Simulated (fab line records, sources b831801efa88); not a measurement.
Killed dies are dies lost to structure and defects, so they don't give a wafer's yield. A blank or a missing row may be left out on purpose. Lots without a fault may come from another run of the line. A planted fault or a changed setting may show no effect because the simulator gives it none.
Which tool did it? | flow sky130 | 6 lots, 18 wafers sampled, at 1 step of a route of 708

WHAT THE GAUGES READ, wafer by wafer
SKY_POLY_GATE_THK_MEAS_21.
lot  | measured     | on            | POLY_GATE_OXIDATION_THK (nm)
L637 | day 17 19:22 | film_metro-02 | 4.08 4.10 4.04
L640 | day 19 01:04 | film_metro-01 | 4.11 4.05 4.10
L643 | day 19 16:16 | film_metro-04 | 3.98 3.96 3.98
L646 | day 20 17:03 | film_metro-01 | 3.93 3.94 4.06
L647 | day 21 10:32 | film_metro-04 | 4.03 4.13 4.06
L656 | day 23 20:57 | film_metro-01 | 4.03 3.97 3.95

WHICH TOOL RAN EACH LOT (tool, then ch and the chambers of the sampled wafers, then the start)
The record holds no process step before these readings.

THE ANSWER, worked out from the rows above alone
Rule: what is usual is taken from the lots themselves. Put in order of their means at a reading, lots are off if they are a third of the lots or fewer, leave a main group of 4 or more, and stand apart from it by a gap of 3 or more times the standard deviation of the main group's means; of several such gaps the widest counts. A main group whose means are all the same, to the digits that the tables above print for the reading, isn't used. A lot without any number at a reading at which 4 lots or more have one is off too. The other lots that the step has rows for count as sound.
No lot is off at any reading shown: from this, nothing can be told.

WHAT THE SIMULATOR HAD PUT IN
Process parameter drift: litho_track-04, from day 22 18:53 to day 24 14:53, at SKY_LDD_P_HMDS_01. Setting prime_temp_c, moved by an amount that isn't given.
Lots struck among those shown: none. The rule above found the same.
